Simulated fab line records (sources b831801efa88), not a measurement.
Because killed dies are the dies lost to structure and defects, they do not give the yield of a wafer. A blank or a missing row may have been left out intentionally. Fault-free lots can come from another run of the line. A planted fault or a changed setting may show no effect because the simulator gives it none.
Problem report, 8D (eight disciplines) form, completed by code | flow sky130 | the parts of the form that need people (team, actions taken, sign-off) are left out

## 1. THE ISSUE
beam_energy_keV at SKY_VT_ADJUST_LVTN_IMPLANT_19 reads a mean of 30.497 on 6 wafers of 2 lots; wafers without a fault read 29.999 with a standard deviation of 0.0086. That puts it +58 standard deviations away from the usual mean.
Earliest sighting: wafer L861.2 on implanter-03 at day 10 17:59. Wafers with a number at this step in the record: 42, from 14 lots. The rule behind "out" and "out of limits": a value lying over 4 standard deviations away from the usual mean. The rest of the wafers with a number are treated as sound.

## 2. WHAT IT IS, WHAT IT ISN'T
question                    | is                     | is not
which readings at this step | beam_energy_keV        | -
which lots                  | L861, L862             | L851, L852, L853, L855, L858, L859, L867, L868, L871, L872, L873, L874
which wafers of those lots  | all that have a number | -
read on which tools         | implanter-03           | implanter-01, implanter-02
when                        | from day 10 17:59      | up to then (18 sound wafers); but 18 sound wafers of L867, L868, L871, L872, L873, L874 came after

## 3. WHAT RULES OUT EACH SUSPECT
Counting: a tool at any process step up to the reading remains a suspect when it ran all the lots that are out and ran no sound lot after the first of those.
- implanter-03 at SKY_VT_ADJUST_LVTN_IMPLANT_19: kept. Every lot that is out went through it, starting with L861 (day 10 17:59), and after that it ran no sound lot; the last sound lot it ran before then is L859 (day 10 12:06). Its own beam_energy_keV readings are out on those wafers.
Left after counting: implanter-03 at SKY_VT_ADJUST_LVTN_IMPLANT_19.

## 4. THE CAUSE (what the simulator had put in)
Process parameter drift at SKY_VT_ADJUST_LVTN_IMPLANT_19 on implanter-03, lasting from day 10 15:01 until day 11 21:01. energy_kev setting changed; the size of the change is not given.
This tool alone remained once counting was done.

## 5. THE CHAIN OF EFFECTS, in route order
One row per reading whose mean, taken over the struck wafers that have a number, lies over 3 standard deviations from the usual. Only readings whose record carries a usual standard deviation are examined. hours: median over the lots of the time between each lot's start at the first step of this table that gives one and its start at this step. sigmas: the change, counted in usual standard deviations.
hours | step                          | reading         | usual  | on struck wafers | change | sigmas
0     | SKY_VT_ADJUST_LVTN_IMPLANT_19 | beam_energy_keV | 29.999 | 30.497           | +0.498 | +58
Its process steps:
- SKY_VT_ADJUST_LVTN_IMPLANT_19
Later measuring or inspecting steps at which every struck wafer that the step has a row for has a number for every such reading, and none has moved that far: SKY_VT_ADJUST_PCH_OVL_MEAS_07.

## 6. HOW IT WOULD HAVE BEEN CAUGHT EARLIER
3 hours passed between the start of the fault at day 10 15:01 and the first reading out of limits in this record, taken at day 10 17:59.
